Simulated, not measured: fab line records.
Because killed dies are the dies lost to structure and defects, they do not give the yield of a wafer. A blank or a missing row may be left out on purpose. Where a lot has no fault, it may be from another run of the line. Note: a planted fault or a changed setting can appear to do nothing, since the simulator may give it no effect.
Which tool was responsible? / flow sky130 / 11 lots with 33 wafers sampled at 3 steps, on a route of 708 steps

== WHAT EACH GAUGE READ, for each wafer ==
SKY_VIA2_THK_MEAS_01.
lot=L615; measured=day 36 07:40; on=film metro-03; VIA2_HDPCVD_THK (nm)=1171 1175 1172
lot=L617; measured=day 37 07:37; on=film metro-03; VIA2_HDPCVD_THK (nm)=1185 1195 1173
lot=L618; measured=day 37 22:25; on=film metro-02; VIA2_HDPCVD_THK (nm)=1177 1183 1165
lot=L621; measured=day 38 18:31; on=film metro-02; VIA2_HDPCVD_THK (nm)=1192 1180 1192
lot=L622; measured=day 39 01:56; on=film metro-02; VIA2_HDPCVD_THK (nm)=1166 1174 1159
lot=L624; measured=day 39 20:49; on=film metro-02; VIA2_HDPCVD_THK (nm)=1849 1203 1859
lot=L625; measured=day 40 01:14; on=film metro-02; VIA2_HDPCVD_THK (nm)=1852 1177 1175
lot=L634; measured=day 42 21:24; on=film metro-03; VIA2_HDPCVD_THK (nm)=1179 1180 1171
lot=L633; measured=day 42 22:40; on=film metro-03; VIA2_HDPCVD_THK (nm)=1184 1183 1192
lot=L636; measured=day 43 11:22; on=film metro-01; VIA2_HDPCVD_THK (nm)=1172 1170 1153
lot=L638; measured=day 43 21:00; on=film metro-01; VIA2_HDPCVD_THK (nm)=1189 1161 1176

== WHAT TOOL EACH LOT RAN ON (gives the tool, then ch and the chambers of the sampled wafers, and finally the start) ==
lot=L615; SKY_METAL2_ETCH_18=rie metal-01 ch 1, day 36 06:47; SKY_VIA2_HDPCVD_00=hdpcvd-01 ch 0,2, day 36 07:32
lot=L617; SKY_METAL2_ETCH_18=rie metal-01 ch 0,1, day 37 06:42; SKY_VIA2_HDPCVD_00=hdpcvd-01 ch 0,1,2, day 37 07:31
lot=L618; SKY_METAL2_ETCH_18=rie metal-01 ch 0,1, day 37 21:33; SKY_VIA2_HDPCVD_00=hdpcvd-02 ch 0,1, day 37 22:16
lot=L621; SKY_METAL2_ETCH_18=rie metal-01 ch 0,1, day 38 17:38; SKY_VIA2_HDPCVD_00=hdpcvd-01 ch 0,1,2, day 38 18:23
lot=L622; SKY_METAL2_ETCH_18=rie metal-03 ch 0,1, day 39 01:02; SKY_VIA2_HDPCVD_00=hdpcvd-01 ch 0,1,2, day 39 01:49
lot=L624; SKY_METAL2_ETCH_18=rie metal-03 ch 0,1, day 39 19:53; SKY_VIA2_HDPCVD_00=hdpcvd-01 ch 0,1, day 39 20:41
lot=L625; SKY_METAL2_ETCH_18=rie metal-03 ch 0,1, day 40 00:20; SKY_VIA2_HDPCVD_00=hdpcvd-01 ch 0,1,2, day 40 01:07
lot=L634; SKY_METAL2_ETCH_18=rie metal-01 ch 0,1, day 42 20:32; SKY_VIA2_HDPCVD_00=hdpcvd-01 ch 1,2, day 42 21:17
lot=L633; SKY_METAL2_ETCH_18=rie metal-01 ch 0,1, day 42 21:47; SKY_VIA2_HDPCVD_00=hdpcvd-01 ch 0,1,2, day 42 22:32
lot=L636; SKY_METAL2_ETCH_18=rie metal-01 ch 0,1, day 43 10:26; SKY_VIA2_HDPCVD_00=hdpcvd-01 ch 1,2, day 43 11:13
lot=L638; SKY_METAL2_ETCH_18=rie metal-04 ch 0,1, day 43 20:08; SKY_VIA2_HDPCVD_00=hdpcvd-01 ch 1,2, day 43 20:53
- SKY_METAL2_ETCH_18: etches BARC in N2/H2, stops on SiO2, time 45.9 s, target depth 60 nm.
- SKY_VIA2_HDPCVD_00: deposits SiO2, target thk 1180 nm, time 196.7 s.

== THE ANSWER, worked out from the rows above alone ==
Rule: what is usual is taken from the lots themselves. Put in order of their means at a reading, lots are off if they are a third of the lots or fewer, leave a main group of 4 or more, and stand apart from it by a gap of 3 or more times the standard deviation of the main group's means; of several such gaps the widest counts. A main group is skipped when, at the precision printed for the reading in the tables above, its means are all equal. Also off: a lot with no number at a reading for which 4 or more lots have one. Where the step has rows for the other lots, those lots are counted as sound.
Off: L624, L625, at SKY_VIA2_THK_MEAS_01 (VIA2_HDPCVD_THK). Main group: mean 1177 nm, sd 7.8.
A tool fits if, at a process step before that reading, it ran every lot that is off, and no sound lot after the first of them. Gauges at SKY_VIA2_THK_MEAS_01: tried the same way as those tools. This does not decide it: 2 tools fit, namely rie metal-03 at SKY_METAL2_ETCH_18 and film metro-02 at SKY_VIA2_THK_MEAS_01.

== WHAT WAS PUT IN BY THE SIMULATOR ==
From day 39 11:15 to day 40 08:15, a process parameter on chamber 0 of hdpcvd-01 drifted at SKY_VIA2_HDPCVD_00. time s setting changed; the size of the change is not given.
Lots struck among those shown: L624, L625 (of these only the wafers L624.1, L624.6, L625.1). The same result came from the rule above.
